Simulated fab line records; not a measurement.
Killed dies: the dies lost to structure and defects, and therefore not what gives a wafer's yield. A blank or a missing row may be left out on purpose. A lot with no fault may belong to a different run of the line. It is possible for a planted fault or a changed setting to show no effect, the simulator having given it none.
fab line records	flow sky130
[record] lots = 5	wafers = 23
route steps=708 shown SD_P@329 RES_XHIGH@339 SD_N@351 LI_CONTACT@362 LOCAL_INTERCONNECT@392
startH: start of the lot's first displayed wafer, in hours after the record's first day	waitH: hours from the lot's prior step to this one	" unchanged from the row above	L1.1+2: several wafers, shown together as one row	- either no value or no given start	* or withheld: withheld	< > ~ a bound
route shown NAME@n: names a module that has steps shown in the file, with the first one's number in the route	usual: mean/standard deviation of fault-free wafers	same: alike in all rows	chamber/n: place in a boat	sites: the reading at each site	_std_site: standard deviation across them	_edge_site: outer sites' mean less inner sites'	radiusMm: for every site, how far away it sits from the centre of the wafer	mask NAME#n: copy n	behind: the most recent tool/chamber to have shaped the wafer	hold: why the lot was held/for how many hours/how that ended	device: names the non-switching transistor (n, p or np)	end of line: the route-end tests of the same wafers	where a step has no rows: the recipe by itself	killed: at the first sort, the dies lost to defects and structure; wafer yield is something else	map: dies across one wafer; x = killed, . = not, _ = none there
set.NAME: the setting the step ran with; set.NAME@STEP: the setting that earlier step ran with	model.NAME: the simulator's own value behind a step, which no gauge read
lots whose settings were changed on purpose; a table a step, a row a wafer
[[steps]]
[step SKY_SD_P_IMPLANT_09]
[recipe] species = BF2	energyKev = 20	doseCm2 = 3e+15	tiltDeg = 0
lot.wafer	tool	chamber	startH	waitH	set.doseCm2
L077.1+5	implanter-01	0	616.22	0.0	3.145e+15
L077.2+3+6	"	0	"	"	3e+15
L080.2+4+5	implanter-02	0	632.60	0.0	3e+15
L082.1+4+5	implanter-02	0	648.57	0.0	3e+15
L082.3+6	"	0	"	"	2.855e+15
L084.1+6	implanter-02	0	675.30	0.0	3e+15
L084.2+3+5	"	0	"	"	2.79e+15
L085.1+2+3+4+5	implanter-01	0	679.95	0.0	3e+15
[step SKY_SD_P_STRIP_10]
[recipe] chemistry = O2/N2	powerW = 1400	pressureMtorr = 1500	platenTempC = withheld	o2FlowSccm = 3000	n2FlowSccm = 300	overashFraction = 0.5
[usual] stripTimeToEndpointS = 17.50/0.043
lot.wafer	tool	chamber	startH	waitH	set.doseCm2@SD_P_IMPLANT_09	stripTimeToEndpointS
L077.1	plasmaAsher-04	0	616.37	0.1	3.145e+15	17.62
L077.2	"	1	"	"	3e+15	17.46
L077.3	"	0	"	"	3e+15	17.49
L077.5	"	1	"	"	3.145e+15	17.60
L077.6	"	0	"	"	3e+15	17.50
L080.2	plasmaAsher-02	0	632.72	0.1	3e+15	17.48
L080.4	"	1	"	"	3e+15	17.50
L080.5	"	0	"	"	3e+15	17.51
L082.1	plasmaAsher-04	0	648.72	0.1	3e+15	17.49
L082.3	"	0	"	"	2.855e+15	17.39
L082.4	"	1	"	"	3e+15	17.51
L082.5	"	0	"	"	3e+15	17.50
L082.6	"	1	"	"	2.855e+15	17.39
L084.1	plasmaAsher-03	0	675.45	0.1	3e+15	17.50
L084.2	"	1	"	"	2.79e+15	17.36
L084.3	"	0	"	"	2.79e+15	17.36
L084.5	"	1	"	"	2.79e+15	17.31
L084.6	"	0	"	"	3e+15	17.45
L085.1	plasmaAsher-04	1	680.10	0.1	3e+15	17.46
L085.2	"	0	"	"	3e+15	17.48
L085.3	"	1	"	"	3e+15	17.42
L085.4	"	0	"	"	3e+15	17.49
L085.5	"	1	"	"	3e+15	17.47
[step SKY_SD_P_TW_MEAS_11]
[usual] SD_P_TW = 2848/13
lot.wafer	tool	chamber	startH	waitH	set.doseCm2@SD_P_IMPLANT_09	SD_P_TW
L077.1	filmMetro-04	-	616.47	0.1	3.145e+15	2879
L077.2	"	-	"	"	3e+15	2853
L077.3	"	-	"	"	3e+15	2853
L077.5	"	-	"	"	3.145e+15	2871
L077.6	"	-	"	"	3e+15	2858
L080.2	filmMetro-03	-	632.83	0.1	3e+15	2836
L080.4	"	-	"	"	3e+15	2832
L080.5	"	-	"	"	3e+15	2840
L082.1	filmMetro-01	-	648.82	0.1	3e+15	2855
L082.3	"	-	"	"	2.855e+15	2837
L082.4	"	-	"	"	3e+15	2857
L082.5	"	-	"	"	3e+15	2860
L082.6	"	-	"	"	2.855e+15	2844
L084.1	filmMetro-03	-	675.55	0.1	3e+15	2831
L084.2	"	-	"	"	2.79e+15	2800
L084.3	"	-	"	"	2.79e+15	2799
L084.5	"	-	"	"	2.79e+15	2805
L084.6	"	-	"	"	3e+15	2839
L085.1	filmMetro-01	-	680.20	0.1	3e+15	2862
L085.2	"	-	"	"	3e+15	2855
L085.3	"	-	"	"	3e+15	2852
L085.4	"	-	"	"	3e+15	2860
L085.5	"	-	"	"	3e+15	2861
[step SKY_RES_XHIGH_IMPLANT_07]
[recipe] species = BF2	energyKev = 20	doseCm2 = 3.6e+14	tiltDeg = 0
lot.wafer	tool	chamber	startH	waitH	set.energyKev	model.implant.rpNm	model.implant.drpNm
L077.1+6	implanter-02	0	645.48	0.1	19.58	17.37	9.602
L077.2+3+5	"	0	"	"	20	17.66	9.746
L080.2+4+5	implanter-04	0	662.09	0.1	20	17.24	9.746
L082.1+6	implanter-04	0	678.32	0.1	20	17.85	9.746
L082.3+4+5	"	0	"	"	20.93	18.49	10.06
L084.1+2+6	implanter-04	0	703.94	0.1	20	17.81	9.746
L084.3+5	"	0	"	"	20.63	18.25	9.961
L085.1+3+4	implanter-02	0	709.63	0.1	20	17.91	9.746
L085.2+5	"	0	"	"	19.07	17.26	9.425
[step SKY_RES_XHIGH_STRIP_08]
[recipe] chemistry = O2/N2	powerW = 1400	pressureMtorr = 1500	platenTempC = withheld	o2FlowSccm = 3000	n2FlowSccm = 300	overashFraction = 0.5
[step SKY_RES_XHIGH_TW_MEAS_09]
[usual] RES_XHIGH_TW = 1656/8
lot.wafer	tool	chamber	startH	waitH	set.energyKev@RES_XHIGH_IMPLANT_07	RES_XHIGH_TW
L077.1	filmMetro-01	-	645.73	0.1	19.58	1647
L077.2	"	-	"	"	20	1651
L077.3	"	-	"	"	20	1665
L077.5	"	-	"	"	20	1659
L077.6	"	-	"	"	19.58	1653
L080.2	filmMetro-04	-	662.33	0.1	20	1658
L080.4	"	-	"	"	20	1657
L080.5	"	-	"	"	20	1654
L082.1	filmMetro-01	-	678.57	0.1	20	1660
L082.3	"	-	"	"	20.93	1687
L082.4	"	-	"	"	20.93	1684
L082.5	"	-	"	"	20.93	1675
L082.6	"	-	"	"	20	1661
L084.1	filmMetro-01	-	704.19	0.1	20	1649
L084.2	"	-	"	"	20	1646
L084.3	"	-	"	"	20.63	1668
L084.5	"	-	"	"	20.63	1664
L084.6	"	-	"	"	20	1646
L085.1	filmMetro-04	-	709.88	0.1	20	1652
L085.2	"	-	"	"	19.07	1627
L085.3	"	-	"	"	20	1651
L085.4	"	-	"	"	20	1644
L085.5	"	-	"	"	19.07	1630
[step SKY_SD_N_IMPLANT_09]
[recipe] species = As	energyKev = 50	doseCm2 = 4e+15	tiltDeg = 0
lot.wafer	tool	chamber	startH	waitH	set.energyKev	model.implant.rpNm	model.implant.drpNm
L077.1+3+6	implanter-03	0	674.92	0.0	52.97	33.53	14.74
L077.2+5	"	0	"	"	50	31.99	14.11
L080.2+4+5	implanter-04	0	691.31	0.0	50	32.76	14.11
L082.1+3+4+5+6	implanter-02	0	707.79	0.0	50	32.56	14.11
L084.1+2+3	implanter-02	0	732.17	0.0	48.5	31.29	13.79
L084.5+6	"	0	"	"	50	32.08	14.11
L085.1+3+5	implanter-04	0	737.19	0.0	50	33.19	14.11
L085.2+4	"	0	"	"	51.1	33.79	14.34
[step SKY_SD_N_STRIP_11]
[recipe] chemistry = O2/N2	powerW = 1400	pressureMtorr = 1500	platenTempC = withheld	o2FlowSccm = 3000	n2FlowSccm = 300	overashFraction = 0.5
[usual] stripTimeToEndpointS = 22.56/0.034
lot.wafer	tool	chamber	startH	waitH	set.powerW	stripTimeToEndpointS
L077.1	plasmaAsher-04	0	675.22	0.1	1486	21.98
L077.2	"	1	"	"	1400	22.64
L077.3	"	1	"	"	1486	22.01
L077.5	"	0	"	"	1486	21.52
L077.6	"	1	"	"	1400	23.01
L080.2	plasmaAsher-01	0	691.59	0.1	1400	22.58
L080.4	"	1	"	"	1400	22.55
L080.5	"	1	"	"	1400	22.52
L082.1	plasmaAsher-01	0	708.09	0.1	1400	22.60
L082.3	"	1	"	"	1451	21.91
L082.4	"	0	"	"	1400	22.56
L082.5	"	0	"	"	1451	21.92
L082.6	"	1	"	"	1400	22.58
L084.1	plasmaAsher-01	0	732.47	0.1	1400	22.29
L084.2	"	1	"	"	1400	22.33
L084.3	"	1	"	"	1400	22.34
L084.5	"	0	"	"	1400	22.50
L084.6	"	1	"	"	1400	22.53
L085.1	plasmaAsher-02	1	737.49	0.1	1400	22.56
L085.2	"	0	"	"	1400	22.70
L085.3	"	0	"	"	1551	20.76
L085.4	"	1	"	"	1551	20.95
L085.5	"	0	"	"	1551	20.76
[step SKY_SD_N_TW_MEAS_12]
[usual] SD_N_TW = 4013/17
lot.wafer	tool	chamber	startH	waitH	set.energyKev@SD_N_IMPLANT_09	SD_N_TW
L077.1	filmMetro-01	-	675.32	0.1	52.97	4101
L077.2	"	-	"	"	50	4021
L077.3	"	-	"	"	52.97	4068
L077.5	"	-	"	"	50	4017
L077.6	"	-	"	"	52.97	4101
L080.2	filmMetro-03	-	691.70	0.1	50	3997
L080.4	"	-	"	"	50	4008
L080.5	"	-	"	"	50	4012
L082.1	filmMetro-03	-	708.19	0.1	50	4003
L082.3	"	-	"	"	50	3991
L082.4	"	-	"	"	50	4005
L082.5	"	-	"	"	50	3996
L082.6	"	-	"	"	50	4009
L084.1	filmMetro-01	-	732.57	0.1	48.5	4000
L084.2	"	-	"	"	48.5	3971
L084.3	"	-	"	"	48.5	3983
L084.5	"	-	"	"	50	4016
L084.6	"	-	"	"	50	4015
L085.1	filmMetro-03	-	737.59	0.1	50	3990
L085.2	"	-	"	"	51.1	3999
L085.3	"	-	"	"	50	4005
L085.4	"	-	"	"	51.1	4025
L085.5	"	-	"	"	50	4007
[step SKY_SD_N_CLEAN_13]
[recipe] chemistry = SC1/SC2	mix = 1:4:20	tempC = 70	timeS = 150	dry = n2Spin
[step SKY_SD_N_RTA_14]
[recipe] tempC = 1075	timeS = 2	idleTempC = 650	rampUpCPerS = 150	rampDownCPerS = 90	ambient = N2
[step SKY_SD_N_RS_MEAS_16]
[recipe] thkMeasGauge = four-point-probe
[usual] SD_N_RS = 68.50/0.1
lot.wafer	tool	chamber	startH	waitH	set.energyKev@SD_N_IMPLANT_09	SD_N_RS[ohm/sq]
L077.1	filmMetro-04	-	675.61	0.1	52.97	66.40
L077.2	"	-	"	"	50	68.46
L077.3	"	-	"	"	52.97	66.37
L077.5	"	-	"	"	50	68.47
L077.6	"	-	"	"	52.97	66.48
L080.2	filmMetro-04	-	692.00	0.1	50	68.66
L080.4	"	-	"	"	50	68.61
L080.5	"	-	"	"	50	68.42
L082.1	filmMetro-01	-	708.47	0.1	50	68.75
L082.3	"	-	"	"	50	68.71
L082.4	"	-	"	"	50	68.69
L082.5	"	-	"	"	50	68.47
L082.6	"	-	"	"	50	68.55
L084.1	filmMetro-03	-	732.86	0.1	48.5	69.63
L084.2	"	-	"	"	48.5	69.50
L084.3	"	-	"	"	48.5	69.46
L084.5	"	-	"	"	50	68.52
L084.6	"	-	"	"	50	68.54
L085.1	filmMetro-04	-	737.87	0.1	50	68.44
L085.2	"	-	"	"	51.1	67.76
L085.3	"	-	"	"	50	68.44
L085.4	"	-	"	"	51.1	67.68
L085.5	"	-	"	"	50	68.68
[step SKY_SD_N_RS_MEAS_17]
[recipe] thkMeasGauge = four-point-probe
[usual] SD_P_RS = 146.9/0.34
lot.wafer	tool	chamber	startH	waitH	set.doseCm2@SD_P_IMPLANT_09	SD_P_RS[ohm/sq]
L077.1	filmMetro-04	-	675.73	0.1	3.145e+15	146.1
L077.2	"	-	"	"	3e+15	146.9
L077.3	"	-	"	"	3e+15	146.6
L077.5	"	-	"	"	3.145e+15	146.0
L077.6	"	-	"	"	3e+15	146.9
L080.2	filmMetro-04	-	692.12	0.1	3e+15	147.0
L080.4	"	-	"	"	3e+15	146.6
L080.5	"	-	"	"	3e+15	147.1
L082.1	filmMetro-01	-	708.59	0.1	3e+15	147.2
L082.3	"	-	"	"	2.855e+15	148.1
L082.4	"	-	"	"	3e+15	147.3
L082.5	"	-	"	"	3e+15	147.3
L082.6	"	-	"	"	2.855e+15	148.0
L084.1	filmMetro-03	-	732.98	0.1	3e+15	146.8
L084.2	"	-	"	"	2.79e+15	148.1
L084.3	"	-	"	"	2.79e+15	148.1
L084.5	"	-	"	"	2.79e+15	148.1
L084.6	"	-	"	"	3e+15	147.0
L085.1	filmMetro-04	-	737.99	0.1	3e+15	147.2
L085.2	"	-	"	"	3e+15	147.3
L085.3	"	-	"	"	3e+15	147.0
L085.4	"	-	"	"	3e+15	147.0
L085.5	"	-	"	"	3e+15	147.4
[step SKY_LI_CONTACT_HDPCVD_00]
[recipe] material = PSG	targetThkNm = 930	sigmaOpenFrac = 0.3	timeS = 155	tempC = 600	sih4FlowSccm = 60	pressureMtorr = 6
lot.wafer	tool	chamber	startH	waitH	set.timeS	model.PSG_of_LI_CONTACT_HDPCVD_00.thkNm
L077.1	hdpcvd-02	1	675.98	0.0	175.7	1050
L077.2	"	0	"	"	175.7	1058
L077.3	"	2	"	"	175.7	1053
L077.5	"	1	"	"	155	938.4
L077.6	"	2	"	"	155	928.6
L080.2	hdpcvd-01	1	692.35	0.0	155	930.5
L080.4	"	2	"	"	155	931.8
L080.5	"	1	"	"	155	935.8
L082.1	hdpcvd-02	2	708.85	0.0	155	926.5
L082.3	"	0	"	"	144.9	877.5
L082.4	"	1	"	"	144.9	865.4
L082.5	"	2	"	"	155	929.4
L082.6	"	0	"	"	144.9	868.3
L084.1	hdpcvd-02	1	733.23	0.0	163.9	998.9
L084.2	"	2	"	"	155	924.1
L084.3	"	0	"	"	155	935.6
L084.5	"	0	"	"	163.9	984.7
L084.6	"	2	"	"	163.9	986.8
L085.1	hdpcvd-02	2	738.25	0.0	155	927.3
L085.2	"	1	"	"	155	932.4
L085.3	"	0	"	"	155	935.5
L085.4	"	1	"	"	135.6	811
L085.5	"	2	"	"	135.6	810.3
[step SKY_LI_CONTACT_THK_MEAS_01]
[recipe] reads = PSG_of_LI_CONTACT_HDPCVD_00
[usual] LI_CONTACT_HDPCVD_THK = 929/8.7
lot.wafer	tool	chamber	startH	waitH	set.timeS@LI_CONTACT_HDPCVD_00	LI_CONTACT_HDPCVD_THK[nm]
L077.1	filmMetro-01	-	676.09	0.1	175.7	1049
L077.2	"	-	"	"	175.7	1059
L077.3	"	-	"	"	175.7	1052
L077.5	"	-	"	"	155	939
L077.6	"	-	"	"	155	929
L080.2	filmMetro-03	-	692.46	0.1	155	930
L080.4	"	-	"	"	155	932
L080.5	"	-	"	"	155	937
L082.1	filmMetro-04	-	708.95	0.1	155	927
L082.3	"	-	"	"	144.9	878
L082.4	"	-	"	"	144.9	866
L082.5	"	-	"	"	155	929
L082.6	"	-	"	"	144.9	868
L084.1	filmMetro-04	-	733.33	0.1	163.9	1000
L084.2	"	-	"	"	155	924
L084.3	"	-	"	"	155	936
L084.5	"	-	"	"	163.9	985
L084.6	"	-	"	"	163.9	987
L085.1	filmMetro-03	-	738.35	0.1	155	927
L085.2	"	-	"	"	155	933
L085.3	"	-	"	"	155	935
L085.4	"	-	"	"	135.6	811
L085.5	"	-	"	"	135.6	811
[step SKY_LI_CONTACT_CMP_02]
[recipe] material = PSG	downForcePsi = 4	platenRpm = 60	padVelocityMS = 0.94248
[usual] timeToEndpointS = 31.4/2.4
lot.wafer	tool	chamber	startH	waitH	set.timeS@LI_CONTACT_HDPCVD_00	timeToEndpointS
L077.3	cmp-01	0	676.15	0.0	175.7	42.5
L077.1	"	1	"	"	175.7	47.8
L077.2	"	2	"	"	175.7	44.1
L077.6	"	0	"	"	155	32.4
L077.5	"	1	"	"	155	32.7
L080.4	cmp-01	2	692.51	0.0	155	35.3
L080.2	"	0	"	"	155	31.7
L080.5	"	3	"	"	155	30.3
L082.3	cmp-02	0	709.06	0.1	144.9	29.9
L082.4	"	1	"	"	144.9	24.2
L082.1	"	2	"	"	155	35.4
L082.5	"	3	"	"	155	32.9
L082.6	"	0	"	"	144.9	26.2
L084.2	cmp-02	0	733.39	0.0	155	29.4
L084.3	"	2	"	"	155	34.2
L084.1	"	3	"	"	163.9	36.6
L084.6	"	0	"	"	163.9	33.6
L084.5	"	1	"	"	163.9	34.9
L085.2	cmp-02	3	738.41	0.0	155	28.4
L085.3	"	0	"	"	155	29.9
L085.1	"	1	"	"	155	26.2
L085.4	"	2	"	"	135.6	18.2
L085.5	"	3	"	"	135.6	18.0
[step SKY_LI_CONTACT_EXPOSE_09]
[recipe] maskId = LICM1	na = 0.8	sourceShape = annular	sigmaInner = 0.55	sigmaOuter = 0.85	targetCdNm = 170	doseMj = 38
lot.wafer	tool	chamber	startH	waitH	mask	set.doseMj
L077.1+3	krfScanner-02	0	-	-	LICM1#0	38
L077.2+5+6	"	0	"	"	LICM1#0	35.83
L080.2+4+5	krfScanner-02	0	-	-	LICM1#0	38
L082.1+3+5	krfScanner-02	0	-	-	LICM1#0	36.65
L082.4+6	"	0	"	"	LICM1#0	38
L084.1+3	krfScanner-01	0	-	-	LICM1#0	38
L084.2+5+6	"	0	"	"	LICM1#0	36.14
L085.1+5	krfScanner-02	0	-	-	LICM1#0	38
L085.2+3+4	"	0	"	"	LICM1#0	35.77
[step SKY_LI_CONTACT_PEB_10]
[recipe] pebTempC = withheld	pebTimeS = withheld	resist = KrF-thick
[step SKY_LI_CONTACT_DEVELOP_11]
[recipe] developTimeS = 60	resist = KrF-thick	devTempC = 21
[step SKY_LI_CONTACT_CD_MEAS_12]
[recipe] targetCdNm = 170
[usual] cdNm = 169.2/1.5
lot.wafer	tool	chamber	startH	waitH	set.doseMj@LI_CONTACT_EXPOSE_09	cdNm
L077.1	cdSem-02	-	705.27	-	38	170.5
L077.2	"	-	"	"	35.83	159.2
L077.3	"	-	"	"	38	169.7
L077.5	"	-	"	"	35.83	159.6
L077.6	"	-	"	"	35.83	159.3
L080.2	cdSem-02	-	721.76	-	38	169.8
L080.4	"	-	"	"	38	167.1
L080.5	"	-	"	"	38	169.3
L082.1	cdSem-02	-	736.35	-	36.65	162.1
L082.3	"	-	"	"	36.65	164.3
L082.4	"	-	"	"	38	170.5
L082.5	"	-	"	"	36.65	163.1
L082.6	"	-	"	"	38	169.9
L084.1	cdSem-02	-	761.52	-	38	167.2
L084.2	"	-	"	"	36.14	159.4
L084.3	"	-	"	"	38	167.3
L084.5	"	-	"	"	36.14	158.0
L084.6	"	-	"	"	36.14	160.3
L085.1	cdSem-01	-	765.60	-	38	170.6
L085.2	"	-	"	"	35.77	159.3
L085.3	"	-	"	"	35.77	159.6
L085.4	"	-	"	"	35.77	159.6
L085.5	"	-	"	"	38	170.1
[step SKY_LI_CONTACT_ETCH_14]
[recipe] chemistry = N2/H2	target = BARC	ionEnergyEv = 200	sourceW = 500	biasW = 100	pressureMtorr = 30	n2FlowSccm = 100	h2FlowSccm = 200	stopOn = SiO2	timeS = 45.9	targetDepthA = 600
lot.wafer	tool	chamber	startH	waitH	set.doseMj@LI_CONTACT_EXPOSE_09	model.LI_CONTACT.cdNm
L077.1	rieDiel-01	2	705.42	0.0	38	171.1
L077.2	"	3	"	"	35.83	158.7
L077.3	"	1	"	"	38	170.3
L077.5+6	"	1,2	"	"	35.83	160.1
L080.2	rieDiel-03	0	721.90	0.0	38	169.4
L080.4	"	2	"	"	38	167.6
L080.5	"	2	"	"	38	169.2
L082.1	rieDiel-02	3	736.50	0.0	36.65	163.1
L082.3	"	0	"	"	36.65	165.3
L082.4	"	2	"	"	38	171.7
L082.5	"	2	"	"	36.65	164.4
L082.6	"	3	"	"	38	170.9
L084.1	rieDiel-03	1	761.67	0.0	38	167
L084.2	"	2	"	"	36.14	159.6
L084.3	"	3	"	"	38	167.7
L084.5	"	0	"	"	36.14	158.3
L084.6	"	3	"	"	36.14	161.2
L085.1	rieDiel-01	0	765.75	0.0	38	171.5
L085.2	"	1	"	"	35.77	159.6
L085.3	"	0	"	"	35.77	160.2
L085.4	"	1	"	"	35.77	159.8
L085.5	"	0	"	"	38	170.7
[step SKY_LI_CONTACT_CVD_21]
[recipe] material = W	targetThkNm = 400	timeS = 120.56	tempC = 400	pressureTorr = 40
lot.wafer	tool	chamber	startH	waitH	set.pressureTorr	model.W_of_LI_CONTACT_CVD_21.thkNm
L077.1	cvdW-01	0	705.98	0.0	38.2	393.1
L077.2	"	1	"	"	38.2	393.2
L077.3	"	0	"	"	38.2	392.9
L077.5	"	1	"	"	38.2	393.9
L077.6	"	0	"	"	38.2	392.7
L080.2	cvdW-01	1	722.49	0.0	40	404.6
L080.4	"	0	"	"	40	404.3
L080.5	"	1	"	"	40	406.2
L082.1	cvdW-02	0	737.06	0.0	40	395.9
L082.3	"	0	"	"	40	392.9
L082.4	"	0	"	"	40	398.9
L082.5	"	0	"	"	40	397
L082.6	"	0	"	"	40	392.7
L084.1	cvdW-01	0	762.23	0.0	43.71	417.4
L084.2	"	0	"	"	43.71	418.6
L084.3	"	0	"	"	43.71	422.3
L084.5	"	0	"	"	43.71	420.4
L084.6	"	0	"	"	43.71	418.2
L085.1	cvdW-02	0	766.37	0.0	40	398.3
L085.2	"	1	"	"	40	404.4
L085.3	"	1	"	"	40	401.8
L085.4	"	0	"	"	40	398.9
L085.5	"	0	"	"	40	397.8
[step SKY_LI_CONTACT_THK_MEAS_23]
[recipe] thkMeasGauge = xrf	reads = W_of_LI_CONTACT_CVD_21
[usual] LI_CONTACT_W_THK = 400/5.1
lot.wafer	tool	chamber	startH	waitH	set.pressureTorr@LI_CONTACT_CVD_21	LI_CONTACT_W_THK[nm]
L077.1	filmMetro-04	-	706.23	0.1	38.2	386
L077.2	"	-	"	"	38.2	387
L077.3	"	-	"	"	38.2	387
L077.5	"	-	"	"	38.2	389
L077.6	"	-	"	"	38.2	384
L080.2	filmMetro-04	-	722.75	0.1	40	401
L080.4	"	-	"	"	40	401
L080.5	"	-	"	"	40	406
L082.1	filmMetro-03	-	737.43	0.1	40	397
L082.3	"	-	"	"	40	395
L082.4	"	-	"	"	40	401
L082.5	"	-	"	"	40	398
L082.6	"	-	"	"	40	393
L084.1	filmMetro-01	-	762.60	0.1	43.71	415
L084.2	"	-	"	"	43.71	415
L084.3	"	-	"	"	43.71	419
L084.5	"	-	"	"	43.71	418
L084.6	"	-	"	"	43.71	416
L085.1	filmMetro-01	-	766.62	0.1	40	395
L085.2	"	-	"	"	40	403
L085.3	"	-	"	"	40	400
L085.4	"	-	"	"	40	396
L085.5	"	-	"	"	40	395
[step SKY_LOCAL_INTERCONNECT_COAT_05]
[recipe] resist = BARC	tempC = withheld	timeS = withheld	spinRpm = 3000	resistThkNm = 60
lot.wafer	tool	chamber	startH	waitH	set.resistThkNm
L077.1+2	lithoTrack-03	0	720.24	0.1	60
L077.3+5+6	"	0	"	"	58.65
L080.2+4+5	lithoTrack-03	0	736.67	0.1	60
L082.1+4+5	lithoTrack-03	0	751.40	0.1	63.41
L082.3+6	"	0	"	"	60
L084.1+5	lithoTrack-02	0	775.97	0.1	63.17
L084.2+3+6	"	0	"	"	60
L085.1+2+3+4+5	lithoTrack-02	0	779.87	0.1	60
[[key]]
[split] step = SKY_SD_P_IMPLANT_09	setting = doseCm2	stated = 3e+15	by = wafer
[response] step = SKY_SD_P_STRIP_10	reading = stripTimeToEndpointS	change = *	per = 1%	r = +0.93
[response] step = SKY_SD_P_TW_MEAS_11	reading = SD_P_TW	change = +4.35	per = 1%	r = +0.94
[response] step = SKY_SD_N_RS_MEAS_17	reading = SD_P_RS	change = -0.164	per = 1%	r = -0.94
[split] step = SKY_RES_XHIGH_IMPLANT_07	setting = energyKev	stated = 20	by = wafer
[response] step = SKY_RES_XHIGH_IMPLANT_07	reading = model.implant.rpNm	change = +0.139	per = 1%	r = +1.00
[response] step = SKY_RES_XHIGH_IMPLANT_07	reading = model.implant.drpNm	change = +0.0684	per = 1%	r = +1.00
[response] step = SKY_RES_XHIGH_TW_MEAS_09	reading = RES_XHIGH_TW	change = +4.79	per = 1%	r = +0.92
[split] step = SKY_SD_N_IMPLANT_09	setting = energyKev	stated = 50	by = wafer
[response] step = SKY_SD_N_IMPLANT_09	reading = model.implant.rpNm	change = +0.261	per = 1%	r = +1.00
[response] step = SKY_SD_N_IMPLANT_09	reading = model.implant.drpNm	change = +0.106	per = 1%	r = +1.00
[response] step = SKY_SD_N_TW_MEAS_12	reading = SD_N_TW	change = +11	per = 1%	r = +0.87
[response] step = SKY_SD_N_RS_MEAS_16	reading = SD_N_RS	change = -0.344	per = 1%	r = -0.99
[split] step = SKY_SD_N_STRIP_11	setting = powerW	stated = 1400	by = wafer
[response] step = SKY_SD_N_STRIP_11	reading = stripTimeToEndpointS	change = *	per = 1%	r = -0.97
[split] step = SKY_LI_CONTACT_HDPCVD_00	setting = timeS	stated = 155	by = wafer
[response] step = SKY_LI_CONTACT_HDPCVD_00	reading = model.PSG_of_LI_CONTACT_HDPCVD_00.thkNm	change = +9.37	per = 1%	r = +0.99
[response] step = SKY_LI_CONTACT_THK_MEAS_01	reading = LI_CONTACT_HDPCVD_THK	change = +9.33	per = 1%	r = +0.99
[response] step = SKY_LI_CONTACT_CMP_02	reading = timeToEndpointS	change = *	per = 1%	r = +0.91
[split] step = SKY_LI_CONTACT_EXPOSE_09	setting = doseMj	stated = 38	by = wafer
[response] step = SKY_LI_CONTACT_CD_MEAS_12	reading = cdNm	change = +1.83	per = 1%	r = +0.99
[response] step = SKY_LI_CONTACT_ETCH_14	reading = model.LI_CONTACT.cdNm	change = +1.85	per = 1%	r = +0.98
[split] step = SKY_LI_CONTACT_CVD_21	setting = pressureTorr	stated = 40	by = lot
[response] step = SKY_LI_CONTACT_CVD_21	reading = model.W_of_LI_CONTACT_CVD_21.thkNm	change = +1.96	per = 1%	r = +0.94
[response] step = SKY_LI_CONTACT_THK_MEAS_23	reading = LI_CONTACT_W_THK	change = +2.1	per = 1%	r = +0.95
[split] step = SKY_LOCAL_INTERCONNECT_COAT_05	setting = resistThkNm	stated = 60	by = wafer
response none in this file
